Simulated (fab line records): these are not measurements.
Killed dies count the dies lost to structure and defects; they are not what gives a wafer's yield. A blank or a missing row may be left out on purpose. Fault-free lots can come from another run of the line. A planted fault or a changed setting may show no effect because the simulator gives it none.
2 desks looking at one fault || flow sky130 || each desk has only its own numbers; what lay behind them comes last

## AT THE METROLOGY DESK
Lot by lot, what the gauges showed, no matter which tool ran the lot: averages of those sampled wafers that carry a number. If a lot's mean is further than 4 standard deviations from the usual mean, the lot is out of limits and carries the mark OUT (the distance appears in the brackets).
Columns: A = SONOS_TUNNEL_TW at SKY_SONOS_TUNNEL_TW_MEAS_12, usual 199.0; B = SONOS_ONO_CVD_04_THK at SKY_SONOS_ONO_THK_MEAS_05, usual 5.79 nm; C = POLY_GATE_CVD_00_THK at SKY_POLY_GATE_THK_MEAS_01, usual 180.0 nm
{"lot": "L606", "first seen here": "day 11 10:46", "A": 200.4, "B": 5.67, "C": 179.9}
{"lot": "L609", "first seen here": "day 12 04:28", "A": 198.1, "B": 5.77, "C": 181.0}
{"lot": "L610", "first seen here": "day 12 18:47", "A": 199.3, "B": 5.73, "C": 179.2}
{"lot": "L611", "first seen here": "day 12 22:38", "A": 197.4, "B": 5.91, "C": 179.5}
{"lot": "L612", "first seen here": "day 13 03:56", "A": 198.6, "B": 5.76, "C": 181.1}
{"lot": "L613", "first seen here": "day 13 07:03", "A": 197.8, "B": 5.75, "C": 179.7}
{"lot": "L616", "first seen here": "day 14 14:55", "A": 198.6, "B": 5.92, "C": 179.1}
{"lot": "L618", "first seen here": "day 15 08:41", "A": 198.5, "B": 5.81, "C": "-"}
{"lot": "L625", "first seen here": "day 17 07:16", "A": 200.5, "B": 5.84, "C": 180.7}
{"lot": "L626", "first seen here": "day 18 04:10", "A": 198.8, "B": 5.89, "C": 180.6}
{"lot": "L627", "first seen here": "day 18 23:43", "A": 198.3, "B": 5.88, "C": 179.5}
{"lot": "L629", "first seen here": "day 19 13:26", "A": 199.6, "B": 5.82, "C": 179.5}
{"lot": "L628", "first seen here": "day 19 14:32", "A": 198.8, "B": 5.78, "C": 182.3}
Result from this desk: across the 13 lots, nothing is out of limits.

## AT THE TOOL OWNER'S DESK: plasma-asher-02
The tool's own readings at SKY_GATE_OXIDE_STRIP_13 (strips in O2/N2): means of the sampled wafers that have a number, for each lot that ran on this tool. If a lot's mean is further than 4 standard deviations from the usual mean, the lot is out of limits and carries the mark OUT (the distance appears in the brackets).
Columns: A = drypump-motor-current-A at SKY_GATE_OXIDE_STRIP_13, usual 5.77 A; B = oes-product-au at SKY_GATE_OXIDE_STRIP_13, usual 0.715 a.u.; C = strip-time-to-endpoint-s at SKY_GATE_OXIDE_STRIP_13, usual 14.20 s
{"lot": "L606", "first seen here": "day 13 20:55", "A": 5.74, "B": 0.709, "C": 14.20}
{"lot": "L610", "first seen here": "day 15 05:41", "A": 5.74, "B": 0.716, "C": 14.22}
{"lot": "L618", "first seen here": "day 18 00:28", "A": 5.75, "B": "0.949 (+51) OUT", "C": "-"}
{"lot": "L629", "first seen here": "day 22 08:26", "A": 5.89, "B": 0.719, "C": 14.23}
{"lot": "L628", "first seen here": "day 22 10:07", "A": 5.75, "B": 0.715, "C": 14.13}
This desk finds L618 out of limits, L618 being first, at day 18 00:28 (oes-product-au at SKY_GATE_OXIDE_STRIP_13). L606, L610, L629, L628 stayed within limits.

## TAKEN TOGETHER
The tool owner's desk could have raised an alarm at day 18 00:28, on L618.
The metrology desk saw nothing out of limits.
The metrology desk holds a record of L618, inside its limits.
Every lot named ran SKY_GATE_OXIDE_STRIP_13 on plasma-asher-02.

## WHAT THE SIMULATOR HAD INSERTED
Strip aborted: plasma-asher-02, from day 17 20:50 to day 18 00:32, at SKY_GATE_OXIDE_STRIP_13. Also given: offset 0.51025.
Lots struck among those shown: L618.
Time in hours from fault onset to the first out-of-limits reading at each desk: the tool owner's desk, 4.
